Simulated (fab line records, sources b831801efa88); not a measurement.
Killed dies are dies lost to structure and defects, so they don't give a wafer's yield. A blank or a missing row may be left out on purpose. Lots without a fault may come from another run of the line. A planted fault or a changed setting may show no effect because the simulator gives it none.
fab line records | flow gf180mcu
record lots=5 wafers=15 last_day=34
route steps=602 shown MVPSD@83 VT_IMPLANT@90
lots that met no fault: from a run of the same line without faults
start_h: hours from the record's first day to the start of the lot's first wafer shown | wait_h: hours since the lot's step before | " the same as in the row above | L1.1+2: a row that stands for several wafers | - no value, or no start given | * or withheld: withheld | < > ~ a bound
route shown NAME@n: a module of which the file shows steps, and the number in the route of the first | usual: mean/standard deviation of fault-free wafers | same: alike in all rows | chamber/n: place in a boat | sites: the reading at each site | _std_site: their standard deviation | _edge_site: outer sites' mean less inner sites' | radius_mm: how far each site lies from the wafer's centre | mask NAME#n: copy n | behind: the tool/chamber that last shaped the wafer | hold: why the lot was held/for how many hours/how that ended | device: the transistor (n, p or np) that didn't switch | end of line: the same wafers' tests at the end of the route | a step without rows: its recipe alone | killed: dies lost to structure and defects at the first sort, not the wafer's yield | map: a wafer's dies, x killed, . not, _ none there
set.NAME: the setting as run; set.NAME@STEP: as run at that earlier step | model.NAME: the simulator's own value behind a step, which no gauge read
lots at some steps of the route; a table a step, a row a wafer
services: from which hour (start_h, from the record's first day; less than 0 if before it) a tool's chamber was out of use, for how many hours, and why
## steps
# step GF_MVPSD_PEB_05
# recipe temp_c=115 time_s=withheld
# columns lot.wafer tool chamber start_h wait_h
L078.2+3+4 litho_track-01 0 - -
L084.3+5+6 litho_track-01 0 - -
L085.1+4+6 litho_track-03 0 - -
L095.2+3+6 litho_track-02 0 - -
L096.2+4+6 litho_track-03 0 - -
# step GF_MVPSD_DEVELOP_06
# recipe wall_angle_deg=90 develop_time_s=60 dev_temp_c=23
# columns lot.wafer tool chamber start_h wait_h
L078.2+3+4 litho_track-01 0 - -
L084.3+5+6 litho_track-01 0 - -
L085.1+4+6 litho_track-03 0 - -
L095.2+3+6 litho_track-02 0 - -
L096.2+4+6 litho_track-03 0 - -
# step GF_MVPSD_OVL_MEAS_07
# usual MVPSD_OVL=0.4/1.4
# columns lot.wafer tool chamber start_h wait_h MVPSD_OVL[nm]
L078.2 overlay-01 - 120.73 - 1.7
L078.3 " - " " 1.0
L078.4 " - " " 0.5
L084.3 overlay-02 - 158.83 - -0.8
L084.5 " - " " -1.4
L084.6 " - " " 2.0
L085.1 overlay-02 - 164.17 - 1.5
L085.4 " - " " 1.5
L085.6 " - " " -0.2
L095.2 overlay-01 - 223.49 - 0.1
L095.3 " - " " -0.6
L095.6 " - " " -0.6
L096.2 overlay-02 - 230.78 - 1.1
L096.4 " - " " 2.2
L096.6 " - " " 1.3
# step GF_MVPSD_IMPLANT_08
# recipe species=B energy_kev=170 dose_cm2=1.5e+13 tilt_deg=0
# columns lot.wafer tool chamber start_h wait_h
L078.2+3+4 implanter-04 0 120.78 0.0
L084.3+5+6 implanter-04 0 158.91 0.1
L085.1+4+6 implanter-03 0 164.21 0.0
L095.2+3+6 implanter-01 0 223.55 0.0
L096.2+4+6 implanter-03 0 230.83 0.0
# step GF_MVPSD_IMPLANT_09
# recipe species=B energy_kev=40 dose_cm2=5e+12 tilt_deg=0
# columns lot.wafer tool chamber start_h wait_h
L078.2+3+4 implanter-04 0 120.93 0.1
L084.3+5+6 implanter-04 0 159.06 0.1
L085.1+4+6 implanter-03 0 164.36 0.1
L095.2+3+6 implanter-01 0 223.70 0.1
L096.2+4+6 implanter-03 0 230.98 0.1
# step GF_MVPSD_STRIP_10
# recipe chemistry=O2/N2 power_w=1400 pressure_mtorr=1500 platen_temp_c=250 o2_flow_sccm=3000 n2_flow_sccm=300 overash_fraction=0.5
# usual drypump_motor_current_A=5.5/0.35 heater_power_w=315/26 o2_flow_sccm=3000/7.9 oes_product_au=0.723/0.0044 strip_time_to_endpoint_s=37.00/0.11
# columns lot.wafer tool chamber start_h wait_h drypump_motor_current_A heater_power_w o2_flow_sccm oes_product_au rf_hours_counter_h strip_time_to_endpoint_s
L078.2 plasma_asher-01 0 121.06 0.1 5.2 327 2993 0.719 0 36.87
L078.3 " 0 " " 5.3 326 3005 0.724 - 37.02
L078.4 " 1 " " 5.6 291 3001 0.720 - 36.98
L084.3 plasma_asher-01 0 159.19 0.1 5.2 332 3010 0.724 - 36.86
L084.5 " 0 " " 5.2 332 3003 0.715 - 36.96
L084.6 " 1 " " 5.6 287 3005 0.720 - 36.86
L085.1 plasma_asher-01 0 164.51 0.1 5.2 332 3010 0.716 4 37.04
L085.4 " 1 " " 5.6 299 2999 0.728 - 36.99
L085.6 " 0 " " 5.2 329 3000 0.719 - 37.00
L095.2 plasma_asher-04 0 223.82 0.1 5.8 279 3012 0.726 44 36.88
L095.3 " 0 " " 5.8 283 3007 0.726 - 36.97
L095.6 " 0 " " 5.8 290 3011 0.719 - 36.94
L096.2 plasma_asher-01 0 231.11 0.1 5.3 325 3009 0.727 11 37.20
L096.4 " 0 " " 5.3 340 3012 0.720 - 37.16
L096.6 " 0 " " 5.2 326 3008 0.723 - 37.10
# step GF_MVPSD_TW_MEAS_11
# usual MVPSD_TW=551/5.1
# columns lot.wafer tool chamber start_h wait_h MVPSD_TW
L078.2 film_metro-04 - 121.17 0.1 551
L078.3 " - " " 549
L078.4 " - " " 548
L084.3 film_metro-02 - 159.28 0.1 555
L084.5 " - " " 560
L084.6 " - " " 556
L085.1 film_metro-04 - 164.61 0.1 549
L085.4 " - " " 550
L085.6 " - " " 553
L095.2 film_metro-04 - 223.93 0.1 544
L095.3 " - " " 544
L095.6 " - " " 550
L096.2 film_metro-04 - 231.22 0.1 548
L096.4 " - " " 547
L096.6 " - " " 546
# step GF_VT_IMPLANT_DEHYDRATE_00
# recipe temp_c=200 time_s=60
# columns lot.wafer tool chamber start_h wait_h
L078.2+3+4 litho_track-03 0 127.75 6.6
L084.3+5+6 litho_track-04 0 166.56 7.3
L085.1+4+6 litho_track-04 0 171.91 7.3
L095.2+3+6 litho_track-03 0 232.45 8.5
L096.2+4+6 litho_track-03 0 239.85 8.6
# step GF_VT_IMPLANT_HMDS_01
# recipe prime_time_s=60 prime_temp_c=120
# usual prime_temp_c=119.98/0.12
# same prime_time_s=60
# columns lot.wafer tool chamber start_h wait_h prime_temp_c
L078.2 litho_track-03 0 127.90 0.1 120.05
L078.3 " 0 " " 120.01
L078.4 " 0 " " 119.98
L084.3 litho_track-04 0 166.71 0.1 119.88
L084.5 " 0 " " 119.96
L084.6 " 0 " " 119.80
L085.1 litho_track-04 0 172.06 0.1 119.88
L085.4 " 0 " " 119.99
L085.6 " 0 " " 120.16
L095.2 litho_track-03 0 232.60 0.1 120.01
L095.3 " 0 " " 120.25
L095.6 " 0 " " 119.97
L096.2 litho_track-03 0 240.00 0.1 119.92
L096.4 " 0 " " 120.07
L096.6 " 0 " " 119.82
# step GF_VT_IMPLANT_COAT_02
# recipe resist=NOVOLAK spin_rpm=2940 resist_thk_nm=1000
# columns lot.wafer tool chamber start_h wait_h
L078.2+3+4 litho_track-03 0 128.05 0.1
L084.3+5+6 litho_track-04 0 166.86 0.1
L085.1+4+6 litho_track-04 0 172.21 0.1
L095.2+3+6 litho_track-03 0 232.75 0.1
L096.2+4+6 litho_track-03 0 240.15 0.1
# step GF_VT_IMPLANT_SOFTBAKE_03
# recipe temp_c=90 time_s=60 resist=NOVOLAK
# columns lot.wafer tool chamber start_h wait_h
L078.2+3+4 litho_track-03 0 128.20 0.1
L084.3+5+6 litho_track-04 0 167.01 0.1
L085.1+4+6 litho_track-04 0 172.36 0.1
L095.2+3+6 litho_track-03 0 232.90 0.1
L096.2+4+6 litho_track-03 0 240.30 0.1
# step GF_VT_IMPLANT_EXPOSE_04
# recipe mask_id=LVPWELL_LV_AREA target_cd_nm=600 na=0.6 source_shape=conventional sigma_outer=0.6 dose_mj=140
# columns lot.wafer tool chamber start_h wait_h mask
L078.2+3+4 iline_stepper-02 0 - - LVPWELL_LV_AREA#0
L084.3+5+6 iline_stepper-01 0 - - LVPWELL_LV_AREA#0
L085.1+4+6 iline_stepper-02 0 - - LVPWELL_LV_AREA#0
L095.2+3+6 iline_stepper-01 0 - - LVPWELL_LV_AREA#0
L096.2+4+6 iline_stepper-01 0 - - LVPWELL_LV_AREA#0
# step GF_VT_IMPLANT_PEB_05
# recipe temp_c=withheld time_s=* resist=NOVOLAK
# columns lot.wafer tool chamber start_h wait_h
L078.2+3+4 litho_track-02 0 - -
L084.3+5+6 litho_track-03 0 - -
L085.1+4+6 litho_track-03 0 - -
L095.2+3+6 litho_track-03 0 - -
L096.2+4+6 litho_track-03 0 - -
# step GF_VT_IMPLANT_DEVELOP_06
# recipe develop_time_s=60 dev_temp_c=23
# columns lot.wafer tool chamber start_h wait_h
L078.2+3+4 litho_track-02 0 135.67 0.1
L084.3+5+6 litho_track-03 0 174.77 0.1
L085.1+4+6 litho_track-03 0 180.47 0.1
L095.2+3+6 litho_track-03 0 241.80 0.1
L096.2+4+6 litho_track-03 0 249.10 0.1
# step GF_VT_IMPLANT_OVL_MEAS_07
# usual VT_IMPLANT_OVL=-0.3/1.3
# columns lot.wafer tool chamber start_h wait_h VT_IMPLANT_OVL[nm]
L078.2 overlay-02 - 135.80 0.1 -0.4
L078.3 " - " " 1.2
L078.4 " - " " 0.8
L084.3 overlay-01 - 174.89 0.1 -0.3
L084.5 " - " " -1.8
L084.6 " - " " -2.0
L085.1 overlay-02 - 180.62 0.1 1.5
L085.4 " - " " -0.1
L085.6 " - " " -0.3
L095.2 overlay-01 - 241.93 0.1 -0.7
L095.3 " - " " 2.3
L095.6 " - " " -0.5
L096.2 overlay-02 - 249.23 0.1 -0.3
L096.4 " - " " 1.5
L096.6 " - " " -0.8
# step GF_VT_IMPLANT_IMPLANT_08
# recipe species=BF2 energy_kev=20 dose_cm2=8.29e+12 tilt_deg=7
# columns lot.wafer tool chamber start_h wait_h
L078.2+3+4 implanter-02 0 135.85 0.0
L084.3+5+6 implanter-03 0 174.96 0.1
L085.1+4+6 implanter-03 0 180.66 0.0
L095.2+3+6 implanter-02 0 241.98 0.0
L096.2+4+6 implanter-03 0 249.28 0.0
# step GF_VT_IMPLANT_STRIP_09
# recipe chemistry=O2/N2 power_w=1400 pressure_mtorr=1500 platen_temp_c=250 o2_flow_sccm=3000 n2_flow_sccm=300 overash_fraction=0.5
# usual drypump_motor_current_A=5.6/0.5 heater_power_w=348/32 o2_flow_sccm=3001/9 oes_product_au=0.716/0.0047 strip_time_to_endpoint_s=12.73/0.038
# columns lot.wafer tool chamber start_h wait_h drypump_motor_current_A heater_power_w o2_flow_sccm oes_product_au rf_hours_counter_h strip_time_to_endpoint_s
L078.2 plasma_asher-02 1 135.98 0.1 6.0 357 3003 0.714 48 12.65
L078.3 " 0 " " 4.9 365 3000 0.712 - 12.69
L078.4 " 1 " " 6.0 342 3005 0.725 - 12.63
L084.3 plasma_asher-02 0 175.09 0.1 4.9 365 3005 0.716 - 12.66
L084.5 " 0 " " 4.9 351 3016 0.713 - 12.65
L084.6 " 1 " " 6.0 350 2992 0.721 - 12.67
L085.1 plasma_asher-03 0 180.81 0.1 5.7 341 2994 0.725 53 12.74
L085.4 " 1 " " 6.2 397 2992 0.716 - 12.72
L085.6 " 1 " " 6.2 404 2989 0.713 - 12.67
L095.2 plasma_asher-04 1 242.11 0.1 5.2 315 2999 0.710 46 12.74
L095.3 " 0 " " 5.8 286 3009 0.714 - 12.74
L095.6 " 1 " " 5.2 323 3002 0.712 - 12.73
L096.2 plasma_asher-04 1 249.41 0.1 5.1 313 2989 0.716 46 12.76
L096.4 " 0 " " 5.8 282 3017 0.715 - 12.76
L096.6 " 1 " " 5.2 320 2995 0.721 - 12.75
# step GF_VT_IMPLANT_TW_MEAS_10
# usual VT_IMPLANT_TW=564/5.4
# columns lot.wafer tool chamber start_h wait_h VT_IMPLANT_TW
L078.2 film_metro-01 - 136.09 0.1 567
L078.3 " - " " 567
L078.4 " - " " 567
L084.3 film_metro-04 - 175.24 0.1 556
L084.5 " - " " 556
L084.6 " - " " 556
L085.1 film_metro-02 - 180.91 0.1 566
L085.4 " - " " 567
L085.6 " - " " 568
L095.2 film_metro-02 - 242.22 0.1 564
L095.3 " - " " 567
L095.6 " - " " 566
L096.2 film_metro-01 - 249.52 0.1 568
L096.4 " - " " 570
L096.6 " - " " 570
# step GF_VT_IMPLANT_DEHYDRATE_11
# recipe temp_c=200 time_s=60
# columns lot.wafer tool chamber start_h wait_h
L078.2+3+4 litho_track-04 0 143.23 7.1
L084.3+5+6 litho_track-03 0 183.02 7.8
L085.1+4+6 litho_track-02 0 188.74 7.8
L095.2+3+6 litho_track-04 0 250.53 8.3
L096.2+4+6 litho_track-02 0 258.31 8.8
# step GF_VT_IMPLANT_HMDS_12
# recipe prime_time_s=60 prime_temp_c=120
# usual prime_temp_c=120.02/0.13
# same prime_time_s=60
# columns lot.wafer tool chamber start_h wait_h prime_temp_c
L078.2 litho_track-04 0 143.38 0.1 120.04
L078.3 " 0 " " 120.16
L078.4 " 0 " " 120.09
L084.3 litho_track-03 0 183.17 0.1 120.16
L084.5 " 0 " " 119.89
L084.6 " 0 " " 120.09
L085.1 litho_track-02 0 188.89 0.1 119.96
L085.4 " 0 " " 119.94
L085.6 " 0 " " 119.91
L095.2 litho_track-04 0 250.68 0.1 119.88
L095.3 " 0 " " 120.09
L095.6 " 0 " " 120.07
L096.2 litho_track-02 0 258.46 0.1 119.93
L096.4 " 0 " " 120.03
L096.6 " 0 " " 119.95
# step GF_VT_IMPLANT_COAT_13
# recipe resist=NOVOLAK spin_rpm=3000 resist_thk_nm=1000
# columns lot.wafer tool chamber start_h wait_h
L078.2+3+4 litho_track-04 0 143.53 0.1
L084.3+5+6 litho_track-03 0 183.32 0.1
L085.1+4+6 litho_track-02 0 189.04 0.1
L095.2+3+6 litho_track-04 0 250.83 0.1
L096.2+4+6 litho_track-02 0 258.61 0.1
# step GF_VT_IMPLANT_SOFTBAKE_14
# recipe temp_c=90 time_s=60 resist=NOVOLAK
# columns lot.wafer tool chamber start_h wait_h
L078.2+3+4 litho_track-04 0 143.68 0.1
L084.3+5+6 litho_track-03 0 183.47 0.1
L085.1+4+6 litho_track-02 0 189.19 0.1
L095.2+3+6 litho_track-04 0 250.98 0.1
L096.2+4+6 litho_track-02 0 258.76 0.1
# step GF_VT_IMPLANT_EXPOSE_15
# recipe mask_id=Nwell_LV_AREA target_cd_nm=860 na=0.6 source_shape=conventional sigma_outer=0.6 dose_mj=140
# columns lot.wafer tool chamber start_h wait_h mask
L078.2+3+4 iline_stepper-02 0 - - Nwell_LV_AREA#0
L084.3+5+6 iline_stepper-01 0 - - Nwell_LV_AREA#0
L085.1+4+6 iline_stepper-01 0 - - Nwell_LV_AREA#0
L095.2+3+6 iline_stepper-01 0 - - Nwell_LV_AREA#0
L096.2+4+6 iline_stepper-01 0 - - Nwell_LV_AREA#0
# step GF_VT_IMPLANT_PEB_16
# recipe temp_c=withheld time_s=* resist=NOVOLAK
# columns lot.wafer tool chamber start_h wait_h
L078.2+3+4 litho_track-02 0 - -
L084.3+5+6 litho_track-03 0 - -
L085.1+4+6 litho_track-03 0 - -
L095.2+3+6 litho_track-04 0 - -
L096.2+4+6 litho_track-03 0 - -
# step GF_VT_IMPLANT_DEVELOP_17
# recipe develop_time_s=60 dev_temp_c=23
# columns lot.wafer tool chamber start_h wait_h
L078.2+3+4 litho_track-02 0 151.77 0.1
L084.3+5+6 litho_track-03 0 192.07 0.1
L085.1+4+6 litho_track-03 0 197.62 0.1
L095.2+3+6 litho_track-04 0 260.38 0.1
L096.2+4+6 litho_track-03 0 267.95 0.1
# step GF_VT_IMPLANT_OVL_MEAS_18
# usual VT_IMPLANT_01_OVL=1.1/1.2
# columns lot.wafer tool chamber start_h wait_h VT_IMPLANT_01_OVL[nm]
L078.2 overlay-02 - 151.90 0.1 3.0
L078.3 " - " " 2.2
L078.4 " - " " 3.3
L084.3 overlay-02 - 192.19 0.1 1.5
L084.5 " - " " 2.9
L084.6 " - " " 2.9
L085.1 overlay-02 - 197.77 0.1 0.7
L085.4 " - " " 1.5
L085.6 " - " " 1.5
L095.2 overlay-02 - 260.51 0.1 -0.5
L095.3 " - " " 0.2
L095.6 " - " " 0.7
L096.2 overlay-01 - 268.08 0.1 1.0
L096.4 " - " " 0.2
L096.6 " - " " 1.0
# step GF_VT_IMPLANT_IMPLANT_19
# recipe species=As energy_kev=100 dose_cm2=4.35e+12 tilt_deg=7
# columns lot.wafer tool chamber start_h wait_h
L078.2+3+4 implanter-01 0 151.95 0.0
L084.3+5+6 implanter-01 0 192.26 0.1
L085.1+4+6 implanter-03 0 197.81 0.0
L095.2+3+6 implanter-02 0 260.57 0.0
L096.2+4+6 implanter-03 0 268.13 0.0
# step GF_VT_IMPLANT_STRIP_20
# recipe chemistry=O2/N2 power_w=1400 pressure_mtorr=1500 platen_temp_c=250 o2_flow_sccm=3000 n2_flow_sccm=300 overash_fraction=0.5
# usual drypump_motor_current_A=5.6/0.49 heater_power_w=342/33 o2_flow_sccm=3000/8.8 oes_product_au=0.716/0.0046 strip_time_to_endpoint_s=12.63/0.037
# columns lot.wafer tool chamber start_h wait_h drypump_motor_current_A heater_power_w o2_flow_sccm oes_product_au rf_hours_counter_h strip_time_to_endpoint_s
L078.2 plasma_asher-02 1 152.08 0.1 6.0 345 2997 0.713 50 12.59
L078.3 " 0 " " 4.9 356 3001 0.711 - 12.60
L078.4 " 1 " " 6.0 344 3015 0.722 - 12.61
L084.3 plasma_asher-03 0 192.39 0.1 5.8 343 2987 0.722 - 12.65
L084.5 " 0 " " 5.7 337 3001 0.716 - 12.68
L084.6 " 1 " " 6.2 404 3018 0.711 - 12.64
L085.1 plasma_asher-03 1 197.96 0.1 6.2 405 3000 0.713 55 12.69
L085.4 " 0 " " 5.7 346 3003 0.714 - 12.66
L085.6 " 1 " " 6.2 407 2999 0.717 - 12.65
L095.2 plasma_asher-04 1 260.69 0.1 5.2 319 3004 0.717 48 12.65
L095.3 " 0 " " 5.8 289 3004 0.718 - 12.63
L095.6 " 0 " " 5.8 282 3007 0.713 - 12.63
L096.2 plasma_asher-03 1 268.26 0.1 6.2 403 2991 0.717 62 12.66
L096.4 " 0 " " 5.8 339 3014 0.721 - 12.63
L096.6 " 1 " " 6.2 398 3001 0.721 - 12.68
# step GF_VT_IMPLANT_TW_MEAS_21
# usual VT_IMPLANT_2_TW=1215/11
# columns lot.wafer tool chamber start_h wait_h VT_IMPLANT_2_TW
L078.2 film_metro-02 - 152.19 0.1 1214
L078.3 " - " " 1214
L078.4 " - " " 1213
L084.3 film_metro-04 - 192.48 0.1 1197
L084.5 " - " " 1203
L084.6 " - " " 1199
L085.1 film_metro-04 - 198.06 0.1 1199
L085.4 " - " " 1197
L085.6 " - " " 1201
L095.2 film_metro-04 - 260.80 0.1 1207
L095.3 " - " " 1204
L095.6 " - " " 1208
L096.2 film_metro-04 - 268.37 0.1 1208
L096.4 " - " " 1200
L096.6 " - " " 1203
# step GF_VT_IMPLANT_DEHYDRATE_22
# recipe temp_c=200 time_s=60
# columns lot.wafer tool chamber start_h wait_h
L078.2+3+4 litho_track-03 0 159.70 7.5
L084.3+5+6 litho_track-02 0 200.69 8.2
L085.1+4+6 litho_track-04 0 206.26 8.2
L095.2+3+6 litho_track-02 0 269.56 8.8
L096.2+4+6 litho_track-04 0 277.83 9.5
# step GF_VT_IMPLANT_HMDS_23
# recipe prime_time_s=60 prime_temp_c=120
# usual prime_temp_c=120.03/0.14
# same prime_time_s=60
# columns lot.wafer tool chamber start_h wait_h prime_temp_c
L078.2 litho_track-03 0 159.85 0.1 120.05
L078.3 " 0 " " 120.18
L078.4 " 0 " " 119.94
L084.3 litho_track-02 0 200.84 0.1 120.19
L084.5 " 0 " " 120.06
L084.6 " 0 " " 120.02
L085.1 litho_track-04 0 206.41 0.1 119.87
L085.4 " 0 " " 119.86
L085.6 " 0 " " 119.85
L095.2 litho_track-02 0 269.71 0.1 120.07
L095.3 " 0 " " 119.83
L095.6 " 0 " " 120.00
L096.2 litho_track-04 0 277.98 0.1 119.93
L096.4 " 0 " " 120.01
L096.6 " 0 " " 119.94
# step GF_VT_IMPLANT_COAT_24
# recipe resist=NOVOLAK spin_rpm=3000 resist_thk_nm=1000
# columns lot.wafer tool chamber start_h wait_h
L078.2+3+4 litho_track-03 0 160.00 0.1
L084.3+5+6 litho_track-02 0 200.99 0.1
L085.1+4+6 litho_track-04 0 206.56 0.1
L095.2+3+6 litho_track-02 0 269.86 0.1
L096.2+4+6 litho_track-04 0 278.13 0.1
# step GF_VT_IMPLANT_SOFTBAKE_25
# recipe temp_c=90 time_s=60 resist=NOVOLAK
# columns lot.wafer tool chamber start_h wait_h
L078.2+3+4 litho_track-03 0 160.15 0.1
L084.3+5+6 litho_track-02 0 201.14 0.1
L085.1+4+6 litho_track-04 0 206.71 0.1
L095.2+3+6 litho_track-02 0 270.01 0.1
L096.2+4+6 litho_track-04 0 278.28 0.1
# step GF_VT_IMPLANT_EXPOSE_26
# recipe mask_id=LVPWELL_HV_AREA target_cd_nm=860 na=0.6 source_shape=conventional sigma_outer=0.6 dose_mj=140
# columns lot.wafer tool chamber start_h wait_h mask
L078.2+3+4 iline_stepper-02 0 - - LVPWELL_HV_AREA#0
L084.3+5+6 iline_stepper-02 0 - - LVPWELL_HV_AREA#0
L085.1+4+6 iline_stepper-02 0 - - LVPWELL_HV_AREA#0
L095.2+3+6 iline_stepper-01 0 - - LVPWELL_HV_AREA#0
L096.2+4+6 iline_stepper-01 0 - - LVPWELL_HV_AREA#0
# step GF_VT_IMPLANT_PEB_27
# recipe temp_c=withheld time_s=* resist=NOVOLAK
# columns lot.wafer tool chamber start_h wait_h
L078.2+3+4 litho_track-02 0 - -
L084.3+5+6 litho_track-02 0 - -
L085.1+4+6 litho_track-03 0 - -
L095.2+3+6 litho_track-04 0 - -
L096.2+4+6 litho_track-04 0 - -
# step GF_VT_IMPLANT_DEVELOP_28
# recipe develop_time_s=60 dev_temp_c=23
# columns lot.wafer tool chamber start_h wait_h
L078.2+3+4 litho_track-02 0 168.76 0.1
L084.3+5+6 litho_track-02 0 210.19 0.1
L085.1+4+6 litho_track-03 0 215.12 0.1
L095.2+3+6 litho_track-04 0 279.83 0.1
L096.2+4+6 litho_track-04 0 287.28 0.1
# step GF_VT_IMPLANT_OVL_MEAS_29
# usual VT_IMPLANT_02_OVL=-1.1/1.5
# columns lot.wafer tool chamber start_h wait_h VT_IMPLANT_02_OVL[nm]
L078.2 overlay-02 - 168.90 0.1 -3.0
L078.3 " - " " -1.7
L078.4 " - " " -4.5
L084.3 overlay-01 - 210.30 0.1 -0.6
L084.5 " - " " 0.2
L084.6 " - " " -0.6
L085.1 overlay-02 - 215.27 0.1 0.8
L085.4 " - " " 0.4
L085.6 " - " " -2.4
L095.2 overlay-02 - 279.96 0.1 -0.4
L095.3 " - " " 0.5
L095.6 " - " " -0.8
L096.2 overlay-01 - 287.41 0.1 -0.3
L096.4 " - " " -0.4
L096.6 " - " " 0.4
# step GF_VT_IMPLANT_IMPLANT_30
# recipe species=B energy_kev=25 dose_cm2=2.534e+12 tilt_deg=7
# columns lot.wafer tool chamber start_h wait_h
L078.2+3+4 implanter-01 0 168.95 0.0
L084.3+5+6 implanter-01 0 210.38 0.1
L085.1+4+6 implanter-01 0 215.31 0.0
L095.2+3+6 implanter-03 0 280.01 0.0
L096.2+4+6 implanter-03 0 287.46 0.0
# step GF_VT_IMPLANT_STRIP_31
# recipe chemistry=O2/N2 power_w=1400 pressure_mtorr=1500 platen_temp_c=250 o2_flow_sccm=3000 n2_flow_sccm=300 overash_fraction=0.5
# usual drypump_motor_current_A=5.6/0.46 heater_power_w=334/37 o2_flow_sccm=3001/10 oes_product_au=0.716/0.0046 strip_time_to_endpoint_s=12.62/0.034
# columns lot.wafer tool chamber start_h wait_h drypump_motor_current_A heater_power_w o2_flow_sccm oes_product_au rf_hours_counter_h strip_time_to_endpoint_s
L078.2 plasma_asher-04 0 169.08 0.1 5.8 281 2998 0.712 38 12.60
L078.3 " 0 " " 5.8 286 2999 0.717 - 12.57
L078.4 " 1 " " 5.1 322 2998 0.717 - 12.57
L084.3 plasma_asher-03 1 210.51 0.1 6.2 392 3001 0.712 - 12.63
L084.5 " 0 " " 5.8 350 3010 0.705 - 12.64
L084.6 " 1 " " 6.2 401 3003 0.711 - 12.63
L085.1 plasma_asher-04 0 215.46 0.1 5.8 284 3019 0.709 43 12.57
L085.4 " 1 " " 5.2 323 2996 0.719 - 12.57
L085.6 " 0 " " 5.8 279 3004 0.721 - 12.58
L095.2 plasma_asher-04 0 280.14 0.1 5.8 282 3004 0.714 50 12.61
L095.3 " 1 " " 5.1 312 3005 0.712 - 12.60
L095.6 " 1 " " 5.2 318 2995 0.720 - 12.57
L096.2 plasma_asher-03 1 287.59 0.1 6.3 398 2989 0.726 64 12.62
L096.4 " 0 " " 5.7 344 2999 0.713 - 12.65
L096.6 " 0 " " 5.8 343 3003 0.718 - 12.65
# step GF_VT_IMPLANT_TW_MEAS_32
# usual VT_IMPLANT_3_TW=269.0/2.4
# columns lot.wafer tool chamber start_h wait_h VT_IMPLANT_3_TW
L078.2 film_metro-01 - 169.19 0.1 270.0
L078.3 " - " " 270.1
L078.4 " - " " 270.8
L084.3 film_metro-04 - 210.60 0.1 266.8
L084.5 " - " " 265.3
L084.6 " - " " 265.7
L085.1 film_metro-01 - 215.56 0.1 270.4
L085.4 " - " " 271.7
L085.6 " - " " 270.3
L095.2 film_metro-02 - 280.25 0.1 269.9
L095.3 " - " " 269.6
L095.6 " - " " 269.1
L096.2 film_metro-02 - 287.70 0.1 268.3
L096.4 " - " " 269.1
L096.6 " - " " 269.5
# step GF_VT_IMPLANT_DEHYDRATE_33
# recipe temp_c=200 time_s=61.58
# usual dehydrate_temp_c=200.04/0.16 plate_sensor_t_centre_C=201.07/0.0096 plate_sensor_t_edge_C=201.56/0.0097
# columns lot.wafer tool chamber start_h wait_h dehydrate_temp_c plate_sensor_t_centre_C plate_sensor_t_edge_C
L078.2 litho_track-03 0 176.55 7.4 200.09 201.08 201.56
L078.3 " 0 " " 200.11 201.08 201.57
L078.4 " 0 " " 200.00 201.07 201.57
L084.3 litho_track-04 0 219.11 8.5 199.94 201.06 201.55
L084.5 " 0 " " 200.00 201.05 201.55
L084.6 " 0 " " 199.80 201.07 201.54
L085.1 litho_track-04 0 223.80 8.2 200.36 201.05 201.56
L085.4 " 0 " " 199.97 201.06 201.56
L085.6 " 0 " " 200.12 201.08 201.54
L095.2 litho_track-03 0 289.70 9.4 199.91 201.08 201.55
L095.3 " 0 " " 199.86 201.09 201.56
L095.6 " 0 " " 199.74 201.07 201.55
L096.2 litho_track-04 0 297.28 9.6 200.16 201.09 201.53
L096.4 " 0 " " 199.82 201.07 201.57
L096.6 " 0 " " 199.78 201.06 201.55
# step GF_VT_IMPLANT_HMDS_34
# recipe prime_time_s=60 prime_temp_c=120
# usual prime_temp_c=119.99/0.13
# same prime_time_s=60
# columns lot.wafer tool chamber start_h wait_h prime_temp_c
L078.2 litho_track-03 0 176.70 0.1 120.20
L078.3 " 0 " " 120.09
L078.4 " 0 " " 120.29
L084.3 litho_track-04 0 219.26 0.1 120.04
L084.5 " 0 " " 120.09
L084.6 " 0 " " 120.29
L085.1 litho_track-04 0 223.95 0.1 119.80
L085.4 " 0 " " 120.15
L085.6 " 0 " " 120.12
L095.2 litho_track-03 0 289.85 0.1 119.86
L095.3 " 0 " " 119.83
L095.6 " 0 " " 119.84
L096.2 litho_track-04 0 297.43 0.1 119.95
L096.4 " 0 " " 119.92
L096.6 " 0 " " 119.95
# step GF_VT_IMPLANT_COAT_35
# recipe resist=NOVOLAK spin_rpm=3000 resist_thk_nm=1000
# columns lot.wafer tool chamber start_h wait_h
L078.2+3+4 litho_track-03 0 176.85 0.1
L084.3+5+6 litho_track-04 0 219.41 0.1
L085.1+4+6 litho_track-04 0 224.10 0.1
L095.2+3+6 litho_track-03 0 290.00 0.1
L096.2+4+6 litho_track-04 0 297.58 0.1
# step GF_VT_IMPLANT_SOFTBAKE_36
# recipe temp_c=90 time_s=60 resist=NOVOLAK
# columns lot.wafer tool chamber start_h wait_h
L078.2+3+4 litho_track-03 0 177.00 0.1
L084.3+5+6 litho_track-04 0 219.56 0.1
L085.1+4+6 litho_track-04 0 224.25 0.1
L095.2+3+6 litho_track-03 0 290.15 0.1
L096.2+4+6 litho_track-04 0 297.73 0.1
# step GF_VT_IMPLANT_EXPOSE_37
# recipe mask_id=Nwell_HV_AREA target_cd_nm=860 na=0.6 source_shape=conventional sigma_outer=0.6 dose_mj=140
# columns lot.wafer tool chamber start_h wait_h mask
L078.2+3+4 iline_stepper-01 0 - - Nwell_HV_AREA#0
L084.3+5+6 iline_stepper-02 0 - - Nwell_HV_AREA#0
L085.1+4+6 iline_stepper-02 0 - - Nwell_HV_AREA#0
L095.2+3+6 iline_stepper-02 0 - - Nwell_HV_AREA#0
L096.2+4+6 iline_stepper-01 0 - - Nwell_HV_AREA#0
## services
# columns tool chamber start_h hours kind
plasma_asher-01 - 108.75 9.0 pm
plasma_asher-01 0 108.75 9.0 vent_cycle
plasma_asher-01 1 108.75 9.0 vent_cycle
iline_stepper-01 0 118.27 - calibration
iline_stepper-02 0 118.87 - calibration
implanter-04 - 136.11 0.8 repair
plasma_asher-01 - 138.71 5.0 repair
implanter-03 - 139.03 5.4 pm
litho_track-03 - 154.70 - consumable_replace:filter
implanter-02 - 169.74 14.5 repair
iline_stepper-02 - 182.42 1.7 pm
implanter-01 - 192.76 2.8 pm
plasma_asher-02 - 193.42 1.2 repair
implanter-03 - 204.82 24.3 pm
implanter-02 - 220.55 16.7 pm
implanter-04 - 229.27 6.0 pm
implanter-01 - 231.41 99.8 repair
iline_stepper-01 - 237.03 1.7 pm
implanter-02 - 237.29 3.8 pm
implanter-04 - 244.03 2.1 repair
plasma_asher-03 - 255.20 3.5 repair
iline_stepper-02 - 256.08 4.4 pm
plasma_asher-01 - 268.19 0.4 repair
implanter-02 - 297.01 2.0 repair
## key
fault none
